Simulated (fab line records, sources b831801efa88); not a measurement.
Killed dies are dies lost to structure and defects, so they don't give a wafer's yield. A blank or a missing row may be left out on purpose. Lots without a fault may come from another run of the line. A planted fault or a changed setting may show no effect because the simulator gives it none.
Which tool did it? | flow gf180mcu | 11 lots, 33 wafers sampled, at 5 steps of a route of 602

WHAT THE GAUGES READ, wafer by wafer
GF_CONTACT_THK_MEAS_01.
lot  | measured     | on            | CONTACT_CVD_00_THK (nm)
L431 | day 16 00:47 | film_metro-04 | 292 303 300
L432 | day 16 08:35 | film_metro-04 | 302 302 298
L433 | day 16 13:26 | film_metro-03 | 299 303 304
L434 | day 17 05:28 | film_metro-01 | 300 298 299
L444 | day 20 14:14 | film_metro-03 | 300 302 300
L446 | day 21 08:32 | film_metro-03 | 301 304 303
L448 | day 22 00:06 | film_metro-04 | 301 297 303
L449 | day 22 04:51 | film_metro-03 | 299 297 297
L452 | day 23 04:18 | film_metro-01 | 296 297 299
L453 | day 23 11:59 | film_metro-04 | 302 303 300
L454 | day 23 22:01 | film_metro-01 | 301 301 299

GF_CONTACT_RS_MEAS_25: measures by four-point-probe.
lot  | measured     | on            | CONTACT_W_RS (ohm/sq)
L431 | day 17 01:46 | film_metro-03 | 0.380 0.379 0.379
L432 | day 17 09:58 | film_metro-01 | 0.382 0.381 0.380
L433 | day 17 14:17 | film_metro-03 | 0.378 0.871 0.380
L434 | day 18 06:04 | film_metro-03 | 0.864 0.378 0.378
L444 | day 21 15:59 | film_metro-01 | 0.378 0.375 0.389
L446 | day 22 09:56 | film_metro-01 | 0.385 0.381 0.385
L448 | day 23 01:33 | film_metro-04 | 0.384 0.384 0.382
L449 | day 23 06:13 | film_metro-04 | 0.381 0.386 0.381
L452 | day 24 04:12 | film_metro-04 | 0.384 0.373 0.372
L453 | day 24 11:50 | film_metro-04 | 0.384 0.379 0.382
L454 | day 24 20:53 | film_metro-03 | 0.387 0.391 0.380

GF_CONTACT_THK_MEAS_26: measures by xrf.
lot  | measured     | on            | CONTACT_W_THK (nm)
L431 | day 17 01:53 | film_metro-03 | 309 308 309
L432 | day 17 10:03 | film_metro-01 | 308 308 309
L433 | day 17 14:24 | film_metro-03 | 310 135 309
L434 | day 18 06:11 | film_metro-03 | 137 311 312
L444 | day 21 16:07 | film_metro-01 | 308 311 297
L446 | day 22 10:04 | film_metro-01 | 302 307 303
L448 | day 23 01:40 | film_metro-04 | 306 306 307
L449 | day 23 06:19 | film_metro-04 | 309 303 310
L452 | day 24 04:19 | film_metro-04 | 306 315 316
L453 | day 24 11:57 | film_metro-04 | 306 311 307
L454 | day 24 20:59 | film_metro-03 | 308 306 314

WHICH TOOL RAN EACH LOT (tool, then ch and the chambers of the sampled wafers, then the start)
lot  | GF_CONTACT_STRIP_18                  | GF_CONTACT_CVD_24
L431 | plasma_asher-01 ch 0,1, day 17 01:14 | cvd_w-02 ch 0,1, day 17 01:39
L432 | plasma_asher-03 ch 0,1, day 17 09:19 | cvd_w-02 ch 1, day 17 09:48
L433 | plasma_asher-03 ch 0,1, day 17 13:47 | cvd_w-02 ch 0,1, day 17 14:11
L434 | plasma_asher-03 ch 0,1, day 18 05:34 | cvd_w-02 ch 0,1, day 18 05:58
L444 | plasma_asher-01 ch 0,1, day 21 15:29 | cvd_w-01 ch 0,1, day 21 15:53
L446 | plasma_asher-03 ch 0,1, day 22 09:26 | cvd_w-02 ch 0,1, day 22 09:50
L448 | plasma_asher-03 ch 1, day 23 01:03   | cvd_w-02 ch 0, day 23 01:27
L449 | plasma_asher-04 ch 0,1, day 23 05:43 | cvd_w-02 ch 0,1, day 23 06:07
L452 | plasma_asher-01 ch 0, day 24 03:41   | cvd_w-01 ch 0,1, day 24 04:06
L453 | plasma_asher-01 ch 0,1, day 24 11:17 | cvd_w-02 ch 0,1, day 24 11:43
L454 | plasma_asher-04 ch 0,1, day 24 20:22 | cvd_w-01 ch 0,1, day 24 20:46
- GF_CONTACT_STRIP_18: strips in O2/N2.
- GF_CONTACT_CVD_24: deposits W, target thk 300 nm, time 90.339 s.

WHAT THE TOOLS THEMSELVES READ (means of the sampled wafers that have a number; where no wafer has one, the mark that the record gives instead)
GF_CONTACT_STRIP_18.
lot  | tool            | drypump_motor_current_A (A) | heater_power_w (W) | oes_product_au (a.u.)
L431 | plasma_asher-01 | 5.4                         | 317                | 0.581
L432 | plasma_asher-03 | 5.5                         | 322                | 0.579
L433 | plasma_asher-03 | 5.9                         | 319                | 0.578
L434 | plasma_asher-03 | 5.5                         | 314                | 0.576
L444 | plasma_asher-01 | 5.7                         | 323                | 0.584
L446 | plasma_asher-03 | 5.5                         | 316                | 0.581
L448 | plasma_asher-03 | 5.2                         | 308                | 0.583
L449 | plasma_asher-04 | 6.3                         | 336                | 0.579
L452 | plasma_asher-01 | 5.2                         | 326                | 0.579
L453 | plasma_asher-01 | 5.7                         | 321                | 0.579
L454 | plasma_asher-04 | 6.3                         | 339                | 0.580

GF_CONTACT_CVD_24.
lot  | tool     | heater_power_outer_w (W) | heater_power_w (W) | susceptor_temp_C (C)
L431 | cvd_w-02 | 542                      | 868                | 400.14
L432 | cvd_w-02 | 508                      | 861                | 400.02
L433 | cvd_w-02 | 482                      | 811                | 385.32
L434 | cvd_w-02 | 484                      | 801                | 385.12
L444 | cvd_w-01 | 526                      | 877                | 400.03
L446 | cvd_w-02 | 540                      | 872                | 400.04
L448 | cvd_w-02 | 611                      | 883                | 400.06
L449 | cvd_w-02 | 548                      | 892                | 399.90
L452 | cvd_w-01 | 524                      | 885                | 399.95
L453 | cvd_w-02 | 573                      | 883                | 399.94
L454 | cvd_w-01 | 512                      | 868                | 400.01

THE ANSWER, worked out from the rows above alone
Rule: what is usual is taken from the lots themselves. Put in order of their means at a reading, lots are off if they are a third of the lots or fewer, leave a main group of 4 or more, and stand apart from it by a gap of 3 or more times the standard deviation of the main group's means; of several such gaps the widest counts. A main group whose means are all the same, to the digits that the tables above print for the reading, isn't used. A lot without any number at a reading at which 4 lots or more have one is off too. The other lots that the step has rows for count as sound. The gauges are gone through in route order, then the tools' own readings, and for those a lot's mean is taken as printed above. The first step at which some lot is off is used, and at that step the reading that is off furthest; a lot without a number counts as furthest.
Off: L433, L434, at GF_CONTACT_RS_MEAS_25 (CONTACT_W_RS). The main group: mean 0.382 ohm/sq, standard deviation 0.0026.
A tool fits if, at a process step before that reading, it ran every lot that is off, and no sound lot after the first of them. The gauges at GF_CONTACT_RS_MEAS_25 aren't tried: what is off there is off at GF_CONTACT_CVD_24 too, on other tools, and a gauge's error can't cause that. None of those tried fits.

WHAT THE SIMULATOR HAD PUT IN
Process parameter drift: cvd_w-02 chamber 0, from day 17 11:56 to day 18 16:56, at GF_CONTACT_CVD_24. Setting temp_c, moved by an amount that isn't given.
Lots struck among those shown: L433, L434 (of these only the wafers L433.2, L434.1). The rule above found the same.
